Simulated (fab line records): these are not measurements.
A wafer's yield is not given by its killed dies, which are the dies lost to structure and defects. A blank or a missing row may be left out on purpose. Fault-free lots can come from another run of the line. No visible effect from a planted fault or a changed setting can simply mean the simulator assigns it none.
Which of the tools did it? -- flow sky130 -- 36 wafers from 12 lots sampled at 5 of the route's 708 steps

WHAT EACH GAUGE READ, for each wafer
SKY_LI_CONTACT_CD_MEAS_12: target cd 170 nm. Usual: cd_nm 169.5 nm, standard deviation 1.3.
lot,measured,on,cd_nm (nm),flag
L677,day 29 21:37,cd_sem-02,169.1 168.4 169.2,
L680,day 30 23:09,cd_sem-02,169.3 168.9 168.8,
L682,day 31 13:41,cd_sem-02,171.1 171.8 171.2,
L685,day 32 14:29,cd_sem-02,170.0 168.2 169.3,
L686,day 32 23:23,cd_sem-01,168.5 168.3 169.5,
L687,day 33 00:47,cd_sem-02,167.9 167.0 167.3,
L690,day 34 02:53,cd_sem-02,170.9 169.7 171.1,
L691,day 34 13:53,cd_sem-02,170.2 168.2 168.7,
L692,day 34 16:02,cd_sem-02,169.1 168.3 168.0,
L694,day 35 10:09,cd_sem-01,168.8 169.3 170.4,
L698,day 36 17:02,cd_sem-01,169.7 169.2 169.6,
L699,day 37 05:34,cd_sem-02,169.1 169.7 169.5,

SKY_LI_CONTACT_OVL_MEAS_13. Usual: LI_CONTACT_OVL typically reads -1 nm, with standard deviation 5.1.
lot,measured,on,LI_CONTACT_OVL (nm),flag
L677,day 29 21:44,overlay-02,6 10 8,
L680,day 30 23:16,overlay-02,-4 -3 -9,
L682,day 31 13:48,overlay-02,3 -3 3,
L685,day 32 14:36,overlay-02,6 5 2,
L686,day 32 23:29,overlay-02,2 9 3,
L687,day 33 00:53,overlay-01,1 -10 -3,
L690,day 34 02:59,overlay-01,0 2 4,
L691,day 34 13:59,overlay-02,9 10 8,
L692,day 34 16:09,overlay-02,-3 4 9,
L694,day 35 10:16,overlay-02,1 1 -3,
L698,day 36 17:09,overlay-02,-8 2 -10,
L699,day 37 05:41,overlay-01,-5 -6 -7,

TOOL THAT RAN EACH LOT (tool first, then ch and the chambers of the sampled wafers, then the start)
lot,SKY_VT_ADJUST_PCH_STRIP_09,SKY_LDD_N_IMPLANT_11,SKY_LDD_N_STRIP_16
L677,"plasma_asher-01 ch 0,1, day 10 20:08","implanter-04 ch 0, day 18 07:55","plasma_asher-03 ch 0,1, day 18 08:38"
L680,"plasma_asher-04 ch 0,1, day 11 17:26","implanter-01 ch 0, day 19 13:24","plasma_asher-02 ch 0,1, day 19 14:09"
L682,"plasma_asher-01 ch 1, day 12 10:02","implanter-03 ch 0, day 20 09:44","plasma_asher-02 ch 0,1, day 20 10:29"
L685,"plasma_asher-01 ch 0,1, day 13 11:17","implanter-03 ch 0, day 21 11:25","plasma_asher-03 ch 0,1, day 21 12:10"
L686,"plasma_asher-04 ch 0,1, day 13 15:55","implanter-04 ch 0, day 21 20:31","plasma_asher-04 ch 0,1, day 21 21:15"
L687,"plasma_asher-01 ch 0,1, day 13 23:17","implanter-03 ch 0, day 21 23:55","plasma_asher-03 ch 1, day 22 00:38"
L690,"plasma_asher-03 ch 0,1, day 14 21:44","implanter-01 ch 0, day 23 03:46","plasma_asher-03 ch 0,1, day 23 04:30"
L691,"plasma_asher-04 ch 0,1, day 15 09:32","implanter-04 ch 0, day 23 16:51","plasma_asher-03 ch 0,1, day 23 17:35"
L692,"plasma_asher-04 ch 0,1, day 15 14:09","implanter-04 ch 0, day 23 18:18","plasma_asher-02 ch 0,1, day 23 19:03"
L694,"plasma_asher-01 ch 0,1, day 16 10:00","implanter-01 ch 0, day 24 16:51","plasma_asher-02 ch 0,1, day 24 17:36"
L698,"plasma_asher-03 ch 0,1, day 17 21:29","implanter-03 ch 0, day 26 05:04","plasma_asher-03 ch 0,1, day 26 05:49"
L699,"plasma_asher-01 ch 0,1, day 18 09:21","implanter-03 ch 0, day 26 14:28","plasma_asher-03 ch 0,1, day 26 15:13"
- SKY_VT_ADJUST_PCH_STRIP_09: strips in O2/N2.
- SKY_LDD_N_IMPLANT_11
- SKY_LDD_N_STRIP_16: strips in O2/N2.

WHAT THE TOOLS THEMSELVES READ (means of the sampled wafers that have a number; where no wafer has one, the mark that the record gives instead)
SKY_VT_ADJUST_PCH_STRIP_09. Usual: drypump_motor_current_A 5.5 A, standard deviation 0.48; oes_product_au 0.722 a.u., standard deviation 0.005; strip_time_to_endpoint_s 36.91 s, standard deviation 0.11.
lot,tool,drypump_motor_current_A (A),oes_product_au (a.u.),strip_time_to_endpoint_s (s),flag
L677,plasma_asher-01,5.7,0.719,36.93,
L680,plasma_asher-04,5.3,0.722,37.01,
L682,plasma_asher-01,5.6,0.724,37.00,
L685,plasma_asher-01,5.6,0.728,36.88,
L686,plasma_asher-04,5.3,0.723,36.78,
L687,plasma_asher-01,5.6,0.721,36.90,
L690,plasma_asher-03,5.2,0.717,36.99,
L691,plasma_asher-04,5.3,0.729,36.98,
L692,plasma_asher-04,5.3,0.727,36.73,
L694,plasma_asher-01,5.7,0.719,36.90,
L698,plasma_asher-03,5.4,0.727,36.85,
L699,plasma_asher-01,5.6,0.723,36.82,

SKY_LDD_N_IMPLANT_11. Usual: beam_on_s 9.99 s, standard deviation 0.21; rotation_deg 293.00 degrees, standard deviation 0.047.
lot,tool,beam_on_s (s),rotation_deg (degrees),flag
L677,implanter-04,9.94,292.97,
L680,implanter-01,9.94,292.99,
L682,implanter-03,9.91,292.97,
L685,implanter-03,9.96,292.99,
L686,implanter-04,10.27,293.04,
L687,implanter-03,9.92,292.98,
L690,implanter-01,10.07,293.02,
L691,implanter-04,10.08,293.07,
L692,implanter-04,9.93,293.01,
L694,implanter-01,9.88,293.00,
L698,implanter-03,9.84,292.97,
L699,implanter-03,9.74,292.95,

SKY_LDD_N_STRIP_16. Usual: drypump_motor_current_A 5.4 A, standard deviation 0.49; oes_product_au 0.407 a.u., standard deviation 0.0044; strip_time_to_endpoint_s 4.317 s, standard deviation 0.016.
lot,tool,drypump_motor_current_A (A),oes_product_au (a.u.),strip_time_to_endpoint_s (s),flag
L677,plasma_asher-03,5.2,0.404,4.307,
L680,plasma_asher-02,5.3,0.411,4.324,
L682,plasma_asher-02,5.6,0.407,4.330,
L685,plasma_asher-03,5.4,0.400,4.290,
L686,plasma_asher-04,5.7,0.401,4.304,
L687,plasma_asher-03,5.7,0.405,4.338,
L690,plasma_asher-03,5.2,0.407,4.315,
L691,plasma_asher-03,5.4,0.406,4.317,
L692,plasma_asher-02,5.6,0.401,4.272,
L694,plasma_asher-02,5.6,0.410,4.289,
L698,plasma_asher-03,5.4,0.406,4.330,
L699,plasma_asher-03,5.4,0.411,4.322,

THE ANSWER, worked out from the rows above alone
Rule: a lot is off if the mean of its wafers that have a number lies more than 3 standard deviations from the usual mean. A lot without any number at a reading at which 4 lots or more have one is off too. Any other lot the step has rows for is counted as sound. After the gauges, taken in route order, come the tools' own readings; for these a lot's mean is taken, as printed above. At the first step where some lot is off, the reading lying furthest off is the one used; lots without a number count as furthest.
None of the lots is off at any reading shown; this tells nothing.

WHAT THE SIMULATOR HAD INSERTED
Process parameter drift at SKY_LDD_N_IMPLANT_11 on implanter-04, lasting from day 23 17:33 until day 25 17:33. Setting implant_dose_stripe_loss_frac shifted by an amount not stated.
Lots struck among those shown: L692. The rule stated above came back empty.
